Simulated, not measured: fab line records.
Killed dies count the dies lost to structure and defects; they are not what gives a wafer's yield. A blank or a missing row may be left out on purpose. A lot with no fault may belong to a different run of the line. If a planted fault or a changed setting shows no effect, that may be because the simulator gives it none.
Which of the tools did it?	flow sky130	42 wafers sampled from 14 lots at 1 step of a route of 708

## WHAT THE GAUGES SHOWED, per wafer
The record lacks any reading of a measuring or inspecting step that a usual standard deviation could be used to judge.

## WHICH TOOL RAN EACH LOT (tool, then ch and the chambers of the sampled wafers, then the start)
lot	SKY_LDD_N_IMPLANT_15
L463	implanter-01 ch 0, day 17 19:48
L464	implanter-01 ch 0, day 18 05:09
L466	implanter-04 ch 0, day 19 03:03
L467	implanter-01 ch 0, day 19 15:10
L469	implanter-01 ch 0, day 20 01:33
L468	implanter-04 ch 0, day 20 02:04
L470	implanter-03 ch 0, day 20 14:07
L474	implanter-03 ch 0, day 22 02:55
L475	implanter-01 ch 0, day 22 03:57
L477	implanter-01 ch 0, day 23 01:07
L482	implanter-03 ch 0, day 25 04:13
L484	implanter-03 ch 0, day 25 15:11
L485	implanter-04 ch 0, day 25 18:49
L486	implanter-03 ch 0, day 26 03:19
- SKY_LDD_N_IMPLANT_15

## AS READ BY THE TOOLS THEMSELVES (means over the sampled wafers that have a number; for cases with no such wafer, the mark the record gives instead)
SKY_LDD_N_IMPLANT_15.
lot	tool	doseIonsCm2	faradayCurrentUA
L463	implanter-01	5.003e+12	28.4
L464	implanter-01	5.001e+12	28.1
L466	implanter-04	5.000e+12	28.5
L467	implanter-01	5.004e+12	27.8
L469	implanter-01	4.989e+12	28.2
L468	implanter-04	4.996e+12	28.2
L470	implanter-03	5.001e+12	27.9
L474	implanter-03	4.998e+12	28.1
L475	implanter-01	3.302e+12	18.6
L477	implanter-01	3.308e+12	18.4
L482	implanter-03	4.998e+12	28.1
L484	implanter-03	4.998e+12	29.0
L485	implanter-04	5.004e+12	28.4
L486	implanter-03	5.003e+12	28.3

## THE ANSWER, worked out from the rows above alone
Rule: what is usual is taken from the lots themselves. The widest of any qualifying gaps counts: lots, ordered by their means at a reading, are off when they make up no more than a third of the lots, leave a main group of 4 or more, and stand apart from it by 3 or more times the standard deviation of that group's means. The tables above print the reading to a certain number of digits; a main group whose means all agree to those digits is not used. A lot without any number at a reading at which 4 lots or more have one is off too. All remaining lots with rows at the step are treated as sound. The gauges are gone through in route order, then the tools' own readings, and for those a lot's mean is taken as printed above. The first step at which some lot is off is used, and at that step the reading that is off furthest; a lot without a number counts as furthest.
Off, at SKY_LDD_N_IMPLANT_15 on doseIonsCm2: L475, L477. The main group: mean 5.000e+12, standard deviation 4.1e+09.
A tool fits if, at that step or a process step before it, it ran every lot that is off, and no sound lot after the first of them. One fits: SKY_LDD_N_IMPLANT_15 on implanter-01. A fault onset in the window from L469 (day 20 01:33, its last sound lot) to L475 (day 22 03:57, its first lot off) fits.
The tool's own readings at SKY_LDD_N_IMPLANT_15 bear it out: on the lots that are off they differ by more than 5 times the standard deviation of the sound lots' means. doseIonsCm2 reads 3.305e+12 there against 5.000e+12 on the sound lots; faradayCurrentUA reads 18.5 there against 28.2 on the sound lots.

## WHAT THE SIMULATOR HAD PUT IN
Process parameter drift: implanter-01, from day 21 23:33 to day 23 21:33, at SKY_LDD_N_IMPLANT_15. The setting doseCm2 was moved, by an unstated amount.
Lots struck among those shown: L475, L477. The rule above reached the same finding.
